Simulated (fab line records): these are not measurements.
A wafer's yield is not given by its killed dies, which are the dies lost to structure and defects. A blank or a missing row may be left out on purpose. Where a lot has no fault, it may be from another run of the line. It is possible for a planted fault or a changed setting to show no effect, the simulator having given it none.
Chamber matching | flow gf180mcu | GF_V1_CMP_26 on cmp-02: 4 sister chambers
The step polishes, stops on SiO2, t overpolish 15 s, target thk 0 nm. 4 wafers are shown with their chamber, then 11 later ones without.

EACH WAFER AND ITS CHAMBER
wafer  | chamber | motor current A (A)
L081.6 | 3       | 9.4
L084.2 | 0       | 15.0
L084.3 | 2       | 11.1
L086.1 | 1       | 12.8

WAFERS MISSING THEIR CHAMBER
wafer  | motor current A (A)
L086.4 | 14.8
L086.5 | 10.1
L093.4 | 9.4
L093.5 | 10.5
L093.6 | 13.5
L094.1 | 10.2
L094.5 | 9.5
L094.6 | 15.3
L097.1 | 13.7
L097.2 | 14.2
L097.3 | 9.2

WHICH CHAMBER EACH ONE RAN IN
wafer  | from the rows above     | in truth
L086.4 | 0                       | 0
L086.5 | can't be placed: 3 or 2 | 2
L093.4 | 3                       | 3
L093.5 | can't be placed: 2 or 3 | 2
L093.6 | can't be placed: 1 or 0 | 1
L094.1 | can't be placed: 3 or 2 | 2
L094.5 | 3                       | 3
L094.6 | 0                       | 0
L097.1 | can't be placed: 1 or 0 | 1
L097.2 | can't be placed: 0 or 1 | 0
L097.3 | 3                       | 3
Correctly placed: 5 of 11. Can't be placed from these rows: 6 (the true chamber is among the candidates in 6). 0 placed wrongly.
How it was worked out, from the rows above alone: a wafer's distance from a chamber is the root of the sum, over the readings, of the square of ((its reading less the chamber's mean) divided by the reading's scatter). The wafer belongs to the nearest chamber; if the next one is less than 2 further off, it can't be placed. Each chamber's mean is taken over the wafers shown for it. The scatter (one wafer shown for each chamber): square how far every hidden wafer sits from the nearest shown wafer, average those squares and take the square root.
